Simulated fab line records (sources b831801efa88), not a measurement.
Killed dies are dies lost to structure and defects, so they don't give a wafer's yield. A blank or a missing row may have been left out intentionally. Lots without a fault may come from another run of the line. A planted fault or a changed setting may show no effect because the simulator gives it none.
Comparing a struck lot with a sound one	flow sky130	15 out of 708 route steps
Sound: these wafers, L846.2, L846.3, L846.6. Wafers struck: L849.1, L849.2, L849.5. Last of all comes the cause.
Per side, at each step with rows, come the tool, then ch with its chambers, and then its first start. Under that, the readings that differ: sound wafers	struck wafers	difference of the means	sigmas: that difference in standard deviations of wafers without a fault.
alike: words and numbers the same on both sides, and readings whose means are apart by under 2 such deviations; not compared: readings that were withheld, readings missing a value for some wafer, numbers with overlapping values and no deviation given by the record, and bounds like >300 which may hide the same value.
The two part at a step that has a row with sigmas, a row that says differs or no value, or rows on one side only. When numbers do not overlap yet have no deviation, they are printed without sigmas and do not part them. A reading missing from all wafers of one side parts the sides only when that side holds two or more wafers.

first, 6 steps without rows for these wafers: SKY_LDD_N_HMDS_01 (prime time 60 s); SKY_LDD_N_COAT_02 (resist thk 300 nm); SKY_LDD_N_SOFTBAKE_03 (time 60 s); SKY_LDD_N_EXPOSE_04 (exposes mask NTM, target cd 840 nm); SKY_LDD_N_PEB_05; SKY_LDD_N_DEVELOP_06 (develop time 60 s).
SKY_LDD_N_OVL_MEAS_07:
  sound on overlay-02, day 22 05:01; struck on overlay-02, day 23 11:20
  alike: LDD_N_OVL
then, 5 steps without rows for these wafers: SKY_LDD_N_IMPLANT_08; SKY_LDD_N_IMPLANT_09; SKY_LDD_N_IMPLANT_10; SKY_LDD_N_IMPLANT_11; SKY_LDD_N_IMPLANT_12.
SKY_LDD_N_IMPLANT_13:
  sound on implanter-02 ch 0, day 22 05:49; struck on implanter-01 ch 0, day 23 12:07
reading	sound	struck	difference	sigmas
beam-energy-keV	50.000 50.020 50.002	55.402 55.420 55.435	+5.412	+99 or more
model.implant.rp-nm (nm)	33.88 33.88 33.88	35.34 35.34 35.34	+1.46	
model.implant.drp-nm (nm)	18.83 18.83 18.83	20.33 20.33 20.33	+1.50	
  alike: beam-on-s
then, 2 steps without rows for these wafers: SKY_LDD_N_IMPLANT_14; SKY_PAD_OPEN_PROBE_99.

WHERE THEY PART
Only at SKY_LDD_N_IMPLANT_13, within this record.

WHY: the cause the simulator had injected
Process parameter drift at SKY_LDD_N_IMPLANT_13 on implanter-01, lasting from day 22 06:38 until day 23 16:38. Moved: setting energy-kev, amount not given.
